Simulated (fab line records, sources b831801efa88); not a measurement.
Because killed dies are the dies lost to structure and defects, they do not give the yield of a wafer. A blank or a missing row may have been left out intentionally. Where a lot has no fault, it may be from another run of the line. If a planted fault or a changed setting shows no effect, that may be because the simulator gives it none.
Which of the tools did it?    flow sky130    18 wafers sampled from 6 lots at 1 step of a route of 708

## WHAT EACH GAUGE READ, for each wafer
SKY_SONOS_ONO_THK_MEAS_03.
lot   measured      on            SONOS_ONO_CVD_02_THK (nm)
L371  day 12 02:34  filmMetro-03  10.49 10.43 10.53
L373  day 12 20:32  filmMetro-02  10.35 10.60 10.62
L380  day 15 01:37  filmMetro-01  10.36 10.42 10.50
L386  day 17 06:36  filmMetro-01  10.32 10.54 10.34
L390  day 18 16:25  filmMetro-01  10.47 10.58 10.49
L392  day 19 09:55  filmMetro-01  10.31 10.28 10.27

## WHICH TOOL RAN EACH LOT (tool, then ch and the chambers of the sampled wafers, then the start)
Before these readings, the record contains no process step.

## THE ANSWER, worked out from the rows above alone
Rule: the lots themselves supply what counts as usual. The widest of any qualifying gaps counts: lots, ordered by their means at a reading, are off when they make up no more than a third of the lots, leave a main group of 4 or more, and stand apart from it by 3 or more times the standard deviation of that group's means. If all means in a main group match to the digits the tables above print for the reading, that group is not used. A lot without any number at a reading at which 4 lots or more have one is off too. Where the step has rows for the other lots, those lots are counted as sound.
Nothing can be told from this: no lot is off at any reading shown.

## WHAT THE SIMULATOR HAD PUT IN
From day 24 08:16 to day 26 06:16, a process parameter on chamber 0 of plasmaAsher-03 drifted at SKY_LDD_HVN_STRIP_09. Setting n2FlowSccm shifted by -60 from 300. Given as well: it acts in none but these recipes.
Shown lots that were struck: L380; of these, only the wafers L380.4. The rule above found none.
